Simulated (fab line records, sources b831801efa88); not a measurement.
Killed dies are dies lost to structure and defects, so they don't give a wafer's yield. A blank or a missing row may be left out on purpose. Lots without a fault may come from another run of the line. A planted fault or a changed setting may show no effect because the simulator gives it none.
A struck lot beside a sound one | flow sky130 | 43 steps out of a route of 708
Sound: wafers L861.2, L861.3, L861.4. Struck: wafers L870.3, L870.4, L870.5. The cause comes at the end.
At each step with rows: each side's tool, then ch and its chambers, then its first start. Under that, the readings that differ: sound wafers | struck wafers | difference of the means | sigmas: that difference in standard deviations of wafers without a fault.
alike: readings whose means differ by less than 2 such deviations, and words and numbers that are the same on both sides. not compared: withheld readings, readings that some wafer has no value for, bounds like >300 that may hide the same value, and numbers for which the record gives no deviation and whose values overlap.
The two part at a step that has a row with sigmas, a row that says differs or no value, or rows on one side only. Numbers that don't overlap but have no deviation are shown without sigmas and don't part them. A reading that every wafer of one side lacks parts them only if that side has two wafers or more.

SKY_VT_ADJUST_LVTN_STRIP_20: strips in O2/N2.
  sound on plasma_asher-04 ch 0,1, day 8 06:33; struck on plasma_asher-04 ch 0,1, day 11 02:05
  alike: drypump_motor_current_A, oes_product_au, strip_time_to_endpoint_s
  not compared: rf_hours_counter_h
SKY_VT_ADJUST_LVTN_TW_MEAS_21:
  sound on film_metro-01, day 8 06:40; struck on film_metro-04, day 11 02:11
  alike: VT_ADJUST_LVTN_2_TW
then, 7 steps without rows for these wafers: SKY_VT_ADJUST_NCORE_DEHYDRATE_00 (time 60 s); SKY_VT_ADJUST_NCORE_HMDS_01 (prime time 60 s); SKY_VT_ADJUST_NCORE_COAT_02 (resist thk 1140 nm); SKY_VT_ADJUST_NCORE_SOFTBAKE_03 (time 60 s); SKY_VT_ADJUST_NCORE_EXPOSE_04 (exposes mask LVTN COMPLEMENT THIN, target cd 380 nm); SKY_VT_ADJUST_NCORE_PEB_05; SKY_VT_ADJUST_NCORE_DEVELOP_06 (develop time 60 s).
SKY_VT_ADJUST_NCORE_CD_MEAS_07: target cd 380 nm.
  sound on cd_sem-02, day 9 03:13; struck on cd_sem-01, day 12 01:29
  alike: cd_nm
SKY_VT_ADJUST_NCORE_OVL_MEAS_08:
  sound on overlay-01, day 9 03:20; struck on overlay-01, day 12 01:35
  alike: VT_ADJUST_NCORE_OVL
then, 1 step without rows for these wafers: SKY_VT_ADJUST_NCORE_IMPLANT_09.
SKY_VT_ADJUST_NCORE_STRIP_10: strips in O2/N2.
  sound on plasma_asher-04 ch 0,1, day 9 03:31; struck on plasma_asher-01 ch 0,1, day 12 01:47
  alike: drypump_motor_current_A, oes_product_au, strip_time_to_endpoint_s
  not compared: rf_hours_counter_h
SKY_VT_ADJUST_NCORE_TW_MEAS_11:
  sound on film_metro-01, day 9 03:37; struck on film_metro-03, day 12 01:53
  alike: VT_ADJUST_NCORE_TW
then, 7 steps without rows for these wafers: SKY_VT_ADJUST_HVTR_DEHYDRATE_00 (time 60 s); SKY_VT_ADJUST_HVTR_HMDS_01 (prime time 60 s); SKY_VT_ADJUST_HVTR_COAT_02 (resist thk 1140 nm); SKY_VT_ADJUST_HVTR_SOFTBAKE_03 (time 60 s); SKY_VT_ADJUST_HVTR_EXPOSE_04 (exposes mask HVTRM, target cd 380 nm); SKY_VT_ADJUST_HVTR_PEB_05; SKY_VT_ADJUST_HVTR_DEVELOP_06 (develop time 60 s).
SKY_VT_ADJUST_HVTR_CD_MEAS_07: target cd 380 nm.
  sound on cd_sem-01, day 10 01:47; struck on cd_sem-02, day 13 03:24
  alike: cd_nm
SKY_VT_ADJUST_HVTR_OVL_MEAS_08:
  sound on overlay-01, day 10 01:53; struck on overlay-02, day 13 03:29
  reading                 | sound       | struck         | difference | sigmas
  VT_ADJUST_HVTR_OVL (nm) | 1.6 0.3 0.4 | -4.9 -2.8 -3.3 | -4.4       | -2
then, 1 step without rows for these wafers: SKY_VT_ADJUST_HVTR_IMPLANT_09.
SKY_VT_ADJUST_HVTR_STRIP_10: strips in O2/N2.
  sound on plasma_asher-03 ch 0,1, day 10 02:04; struck on plasma_asher-03 ch 0,1, day 13 03:42
  alike: drypump_motor_current_A, oes_product_au, strip_time_to_endpoint_s
  not compared: rf_hours_counter_h
SKY_VT_ADJUST_HVTR_TW_MEAS_11:
  sound on film_metro-03, day 10 02:11; struck on film_metro-03, day 13 03:47
  alike: VT_ADJUST_HVTR_TW
then, 7 steps without rows for these wafers: SKY_VT_ADJUST_PCH_DEHYDRATE_00 (time 60 s); SKY_VT_ADJUST_PCH_HMDS_01 (prime time 60 s); SKY_VT_ADJUST_PCH_COAT_02 (resist thk 3000 nm); SKY_VT_ADJUST_PCH_SOFTBAKE_03; SKY_VT_ADJUST_PCH_EXPOSE_04 (exposes mask NWM, target cd 840 nm); SKY_VT_ADJUST_PCH_PEB_05; SKY_VT_ADJUST_PCH_DEVELOP_06 (develop time 60 s).
SKY_VT_ADJUST_PCH_OVL_MEAS_07:
  sound on overlay-01, day 11 01:22; struck on overlay-01, day 14 06:01
  alike: VT_ADJUST_PCH_OVL
then, 1 step without rows for these wafers: SKY_VT_ADJUST_PCH_IMPLANT_08.
SKY_VT_ADJUST_PCH_STRIP_09: strips in O2/N2.
  sound on plasma_asher-01 ch 0,1, day 11 01:32; struck on plasma_asher-01 ch 0,1, day 14 06:14
  alike: drypump_motor_current_A, oes_product_au, strip_time_to_endpoint_s
  not compared: rf_hours_counter_h
SKY_VT_ADJUST_PCH_TW_MEAS_10:
  sound on film_metro-02, day 11 01:39; struck on film_metro-04, day 14 06:19
  alike: VT_ADJUST_PCH_TW
then, 5 steps without rows for these wafers: SKY_SONOS_TUNNEL_DEHYDRATE_00 (time 60 s); SKY_SONOS_TUNNEL_HMDS_01 (prime time 60 s); SKY_SONOS_TUNNEL_COAT_02 (resist thk 1140 nm); SKY_SONOS_TUNNEL_SOFTBAKE_03 (time 60 s); SKY_SONOS_TUNNEL_EXPOSE_04 (exposes mask TUNM, target cd 410 nm).
-- the record jumps here: 34 days lie between the struck wafers' starts before and after (it left off in module SONOS_TUNNEL and takes up again in module PAD_OPEN, whose first step shown is number 708 of the route) --
SKY_PAD_OPEN_PROBE_99:
  the record has rows for the struck wafers here (prober-01, day 48 14:20) and none for the sound ones

WHERE THEY PART
First at SKY_VT_ADJUST_HVTR_OVL_MEAS_08; last, within this record, at SKY_PAD_OPEN_PROBE_99.

WHY: what the simulator had put in
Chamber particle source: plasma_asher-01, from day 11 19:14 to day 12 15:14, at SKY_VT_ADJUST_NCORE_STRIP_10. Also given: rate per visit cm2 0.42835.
